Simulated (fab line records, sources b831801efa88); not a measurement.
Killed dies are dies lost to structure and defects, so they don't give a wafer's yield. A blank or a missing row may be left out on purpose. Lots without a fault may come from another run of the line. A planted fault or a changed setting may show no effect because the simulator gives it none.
One fault seen from 2 desks | flow sky130 | each desk has only its own numbers; what lay behind them comes last

THE TOOL OWNER'S DESK: rie_diel-01
The tool's own readings at SKY_CONTACT_ETCH_18 (etches Si3N4 in CHF3/O2, stops on TiN, time 39 s, target depth 75 nm): means of the sampled wafers that have a number, for each lot that ran on this tool. A lot is out of limits, marked OUT, if its mean lies more than 4 standard deviations from the usual mean; the brackets give that distance.
Columns: A = bias_w at SKY_CONTACT_ETCH_18, usual 200.0 W; B = drypump_motor_current_A at SKY_CONTACT_ETCH_18, usual 5.7 A; C = oes_product_au at SKY_CONTACT_ETCH_18, usual 0.859 a.u.; D = throttle_valve_pct at SKY_CONTACT_ETCH_18, usual 8.794 %
lot  | first seen here | A               | B   | C     | D
L262 | day 33 23:00    | 200.1           | 6.1 | 0.860 | 8.796
L273 | day 36 19:00    | 230.2 (+50) OUT | 6.2 | 0.861 | 8.790
This desk's finding: out of limits on L273; first on L273, day 36 19:00 (bias_w at SKY_CONTACT_ETCH_18). In limits: L262.

THE METROLOGY DESK
What the gauges read, lot by lot, whatever tool the lot ran on: means of the sampled wafers that have a number. A lot is out of limits, marked OUT, if its mean lies more than 4 standard deviations from the usual mean; the brackets give that distance.
Columns: A = cd_nm at SKY_CONTACT_CD_MEAS_14, usual 169.4 nm; B = CONTACT_OVL at SKY_CONTACT_OVL_MEAS_15, usual -1 nm
lot  | first seen here | A     | B
L262 | day 33 23:04    | 170.9 | 1
L269 | day 35 14:35    | 169.7 | -5
L273 | day 36 19:29    | 168.3 | -6
L278 | day 38 10:55    | 172.2 | -0
L280 | day 38 18:19    | 169.0 | 2
This desk's finding: nothing out of limits on any of the 5 lots.

PUT TOGETHER
The tool owner's desk could have raised an alarm at day 36 19:00, on L273.
The metrology desk saw nothing out of limits.
The metrology desk has L273 on record, within its limits.
Of the lots named, all ran SKY_CONTACT_ETCH_18 on rie_diel-01.

WHAT THE SIMULATOR HAD PUT IN
Process parameter drift: rie_diel-01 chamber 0, from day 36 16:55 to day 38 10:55, at SKY_CONTACT_ETCH_18. Setting bias_w, moved by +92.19, from 200. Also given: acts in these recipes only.
Lots struck among those shown: L273.
Hours from the fault's start to each desk's first reading out of limits: the tool owner's desk, 2.
